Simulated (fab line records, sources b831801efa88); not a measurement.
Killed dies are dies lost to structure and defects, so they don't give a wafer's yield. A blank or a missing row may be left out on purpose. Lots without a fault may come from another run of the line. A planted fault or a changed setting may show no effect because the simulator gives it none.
Chamber matching | flow sky130 | SKY_VIA3_CMP_02 on cmp-01: 4 sister chambers
The step polishes SiO2. 4 wafers are shown with their chamber, then 7 later ones without.

WAFERS WITH THEIR CHAMBER
wafer  | chamber | motor_current_A (A)
L585.1 | 1       | 14.5
L585.6 | 2       | 11.5
L586.2 | 0       | 10.5
L586.4 | 3       | 11.8

WAFERS WITHOUT THEIR CHAMBER
wafer  | motor_current_A (A)
L586.5 | 14.0
L591.2 | 12.1
L591.3 | 11.1
L591.5 | 14.4
L592.2 | 11.2
L592.5 | 10.5
L592.6 | 13.8

WHICH CHAMBER EACH WENT THROUGH
wafer  | from the rows above          | in truth
L586.5 | 1                            | 1
L591.2 | can't be placed: 3 or 2      | 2
L591.3 | can't be placed: 2 or 0 or 3 | 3
L591.5 | 1                            | 1
L592.2 | can't be placed: 2 or 3 or 0 | 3
L592.5 | 0                            | 0
L592.6 | 1                            | 1
Placed correctly: 4 of 7. Can't be placed from these rows: 3 (the true chamber is among the candidates in 3). Placed wrongly: 0.
How it was worked out, from the rows above alone: a wafer's distance from a chamber is the root of the sum, over the readings, of the square of ((its reading less the chamber's mean) divided by the reading's scatter). The wafer belongs to the nearest chamber; if the next one is less than 2 further off, it can't be placed. A chamber's mean is the mean of its shown wafers. The scatter: with one shown wafer a chamber, the root of the mean of the squares of how far each hidden wafer lies from its nearest shown one.
